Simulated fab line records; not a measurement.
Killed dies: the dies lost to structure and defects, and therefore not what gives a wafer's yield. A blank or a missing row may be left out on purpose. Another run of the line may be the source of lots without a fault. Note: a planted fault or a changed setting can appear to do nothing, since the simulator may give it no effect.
Which tool is to blame? :: flow gf180mcu :: route of 602 steps, sampled at 1 step: 7 lots, 21 wafers

== WHAT EACH GAUGE READ, for each wafer ==
GF_STI_THK_MEAS_24.
lot: L575
measured: day 2 09:06
on: film_metro-03
STI_CVD_23_THK (nm): 655 629 644

lot: L578
measured: day 3 00:47
on: film_metro-03
STI_CVD_23_THK (nm): 639 653 654

lot: L586
measured: day 4 20:16
on: film_metro-03
STI_CVD_23_THK (nm): 658 640 660

lot: L588
measured: day 5 03:38
on: film_metro-02
STI_CVD_23_THK (nm): 656 644 660

lot: L591
measured: day 5 19:19
on: film_metro-01
STI_CVD_23_THK (nm): 645 642 639

lot: L593
measured: day 6 05:41
on: film_metro-01
STI_CVD_23_THK (nm): 660 656 661

lot: L596
measured: day 6 20:59
on: film_metro-03
STI_CVD_23_THK (nm): 652 657 656

== WHICH TOOL RAN EACH LOT (tool, then ch and the chambers of the sampled wafers, then the start) ==
Record: no process step prior to these readings.

== THE ANSWER, worked out from the rows above alone ==
Rule: usual is defined by the lots themselves. Put in order of their means at a reading, lots are off if they are a third of the lots or fewer, leave a main group of 4 or more, and stand apart from it by a gap of 3 or more times the standard deviation of the main group's means; of several such gaps the widest counts. Not used: any main group whose means are identical at the precision the tables above print for the reading. A lot without any number at a reading at which 4 lots or more have one is off too. The other lots that the step has rows for count as sound.
No lot is off at any reading shown: from this, nothing can be told.

== WHAT THE SIMULATOR HAD INSERTED ==
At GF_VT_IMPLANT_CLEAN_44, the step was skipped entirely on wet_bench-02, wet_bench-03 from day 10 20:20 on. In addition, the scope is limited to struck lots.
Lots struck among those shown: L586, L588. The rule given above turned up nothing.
